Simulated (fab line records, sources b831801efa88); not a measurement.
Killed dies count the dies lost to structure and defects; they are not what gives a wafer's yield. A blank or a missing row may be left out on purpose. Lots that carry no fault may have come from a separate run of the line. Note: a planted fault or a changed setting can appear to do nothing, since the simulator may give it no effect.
Which tool did it?    flow gf180mcu    Sampling: 13 lots, 39 wafers, 6 of 602 route steps

== WHAT THE GAUGES SHOWED, per wafer ==
GF_STI_THK_MEAS_04.
lot   measured     on            STI_CVD_03_THK (nm)
L997  day 1 16:28  filmMetro-01  206.9 207.3 206.9
L998  day 1 23:07  filmMetro-03  205.3 202.8 203.5
L999  day 2 03:25  filmMetro-03  207.5 206.2 206.0
L101  day 2 10:16  filmMetro-03  206.4 208.1 207.1
L104  day 3 05:14  filmMetro-01  208.2 206.3 208.0
L106  day 3 17:25  filmMetro-03  210.8 211.7 210.7
L107  day 3 17:25  filmMetro-01  207.8 207.2 207.5
L112  day 4 17:05  filmMetro-01  208.2 207.0 207.4
L111  day 4 17:06  filmMetro-03  207.5 208.4 207.9
L114  day 5 09:40  filmMetro-03  208.0 207.6 207.7
L116  day 5 17:50  filmMetro-03  204.7 204.3 207.1
L117  day 5 17:50  filmMetro-04  204.8 207.3 206.3
L119  day 6 06:16  filmMetro-04  208.4 211.5 208.8

GF_VT_IMPLANT_OVL_MEAS_18.
lot   measured      on          VT_IMPLANT_01_OVL (nm)
L997  day 6 12:14   overlay-01  -3.4 -2.7 -1.9
L998  day 6 17:04   overlay-01  0.2 -3.4 -0.2
L999  day 6 17:23   overlay-01  -0.6 -2.3 -1.1
L101  day 7 07:23   overlay-02  3.4 2.4 2.0
L104  day 8 10:49   overlay-02  1.1 -0.2 -0.8
L106  day 8 23:28   overlay-01  -0.6 -3.1 -0.5
L107  day 8 23:19   overlay-02  -0.4 1.4 2.3
L112  day 10 14:37  overlay-01  -1.8 -2.5 -2.4
L111  day 10 12:40  overlay-01  0.2 -0.8 -1.6
L114  day 11 02:43  overlay-01  -1.7 -2.0 0.2
L116  day 11 06:46  overlay-01  -0.2 - -
L117  day 11 11:07  overlay-01  -4.1 - -
L119  day 11 23:43  overlay-01  -1.1 -0.5 -0.2

GF_VT_IMPLANT_TW_MEAS_21.
lot   measured      on            VT_IMPLANT_2_TW
L997  day 6 12:31   filmMetro-02  1200 1201 1203
L998  day 6 17:21   filmMetro-01  1231 1228 1228
L999  day 6 17:41   filmMetro-02  1200 1200 1200
L101  day 7 07:41   filmMetro-02  1207 1207 1209
L104  day 8 11:07   filmMetro-03  1217 1212 1213
L106  day 8 23:45   filmMetro-01  1224 1229 1228
L107  day 8 23:37   filmMetro-02  1202 1201 1197
L112  day 10 14:54  filmMetro-01  1236 1229 1230
L111  day 10 12:58  filmMetro-02  1196 1201 1203
L114  day 11 03:00  filmMetro-01  1236 1237 1236
L116  day 11 07:03  filmMetro-02  1207 30 30
L117  day 11 11:24  filmMetro-01  1237 30 30
L119  day 12 00:00  filmMetro-03  1219 1214 1228

GF_POLY_GATE_OVL_MEAS_11.
lot   measured      on          POLY_GATE_OVL (nm)
L997  day 9 11:44   overlay-01  -1 9 1
L998  day 9 19:56   overlay-02  0 8 9
L999  day 9 20:01   overlay-01  0 -3 -2
L101  day 10 07:14  overlay-01  11 7 6
L104  day 11 14:25  overlay-01  12 -2 7
L106  day 12 05:23  overlay-02  -9 -7 -6
L107  day 12 06:25  overlay-02  3 -2 -7
L112  day 14 01:03  overlay-01  -5 -9 3
L111  day 13 23:03  overlay-01  5 7 6
L114  day 14 16:26  overlay-01  -6 -10 -7
L116  day 14 20:19  overlay-02  -2
L117  day 15 02:59  overlay-01  2
L119  day 15 17:28  overlay-01  -10 -2 0

== TOOL THAT RAN EACH LOT (tool first, then ch and the chambers of the sampled wafers, then the start) ==
lot   GF_VT_IMPLANT_DEVELOP_17          GF_DUAL_GATE_STRIP_13
L997  lithoTrack-03 ch 0, day 6 12:05   plasmaAsher-01 ch 0,1, day 8 15:14
L998  lithoTrack-02 ch 0, day 6 16:55   plasmaAsher-02 ch 1, day 8 22:41
L999  lithoTrack-03 ch 0, day 6 17:17   plasmaAsher-04 ch 0,1, day 8 22:50
L101  lithoTrack-03 ch 0, day 7 07:18   plasmaAsher-02 ch 0,1, day 9 10:27
L104  lithoTrack-02 ch 0, day 8 10:41   plasmaAsher-04 ch 0,1, day 10 16:53
L106  lithoTrack-02 ch 0, day 8 23:19   plasmaAsher-01 ch 0,1, day 11 06:11
L107  lithoTrack-03 ch 0, day 8 23:10   plasmaAsher-02 ch 0,1, day 11 06:01
L112  lithoTrack-01 ch 0, day 10 14:28  plasmaAsher-02 ch 0,1, day 13 01:44
L111  lithoTrack-02 ch 0, day 10 12:32  plasmaAsher-02 ch 0,1, day 12 23:57
L114  lithoTrack-01 ch 0, day 11 02:34  plasmaAsher-04 ch 0,1, day 13 16:49
L116  lithoTrack-01 ch 0, day 11 06:37  plasmaAsher-02 ch 0, day 13 20:38
L117  lithoTrack-01 ch 0, day 11 10:58  plasmaAsher-04 ch 1, day 14 02:29
L119  lithoTrack-02 ch 0, day 11 23:34  plasmaAsher-02 ch 0,1, day 14 16:32
- GF_VT_IMPLANT_DEVELOP_17: develop time 60 s.
- GF_DUAL_GATE_STRIP_13: strips in O2/N2.

== WHAT THE TOOLS THEMSELVES READ (means of the sampled wafers that have a number; where no wafer has one, the mark that the record gives instead) ==
GF_DUAL_GATE_STRIP_13.
lot   tool            drypumpMotorCurrentA (A)  heaterPowerW (W)  oesProductAu (a.u.)  stripTimeToEndpointS (s)
L997  plasmaAsher-01  5.7                       367               0.712                12.652
L998  plasmaAsher-02  4.9                       374               0.716                12.655
L999  plasmaAsher-04  5.7                       348               0.716                12.679
L101  plasmaAsher-02  5.7                       360               0.719                12.636
L104  plasmaAsher-04  5.7                       343               0.714                12.602
L106  plasmaAsher-01  5.7                       361               0.710                12.668
L107  plasmaAsher-02  5.3                       374               0.710                12.639
L112  plasmaAsher-02  5.7                       362               0.719                12.652
L111  plasmaAsher-02  5.3                       365               0.717                12.601
L114  plasmaAsher-04  5.7                       341               0.714                12.611
L116  plasmaAsher-02  6.0                       368               0.712                12.679
L117  plasmaAsher-04  6.2                       319               0.722                12.646
L119  plasmaAsher-02  5.3                       364               0.711                12.651

== THE ANSWER, worked out from the rows above alone ==
Rule: the usual values come from the lots themselves. Put in order of their means at a reading, lots are off if they are a third of the lots or fewer, leave a main group of 4 or more, and stand apart from it by a gap of 3 or more times the standard deviation of the main group's means; of several such gaps the widest counts. Not used: any main group whose means are identical at the precision the tables above print for the reading. A lot without any number at a reading at which 4 lots or more have one is off too. The other lots that the step has rows for count as sound. Order of review: gauges by route order, followed by the tools' own readings, for which a lot's mean as printed above is used. At the first step where some lot is off, the reading lying furthest off is the one used; lots without a number count as furthest.
Off: L116, L117, at GF_VT_IMPLANT_TW_MEAS_21 (VT_IMPLANT_2_TW). Mean 1215 and standard deviation 14 in the main group.
A tool fits if, at a process step before that reading, it ran every lot that is off, and no sound lot after the first of them. Gauges at GF_VT_IMPLANT_TW_MEAS_21: tried the same way as those tools. One fits: GF_VT_IMPLANT_DEVELOP_17 on lithoTrack-01. A fault onset in the window from L114 (day 11 02:34, its last sound lot) to L116 (day 11 06:37, its first lot off) fits.

== WHAT WAS PUT IN BY THE SIMULATOR ==
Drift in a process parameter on lithoTrack-01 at GF_VT_IMPLANT_DEVELOP_17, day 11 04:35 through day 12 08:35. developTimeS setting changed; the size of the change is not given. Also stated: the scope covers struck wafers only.
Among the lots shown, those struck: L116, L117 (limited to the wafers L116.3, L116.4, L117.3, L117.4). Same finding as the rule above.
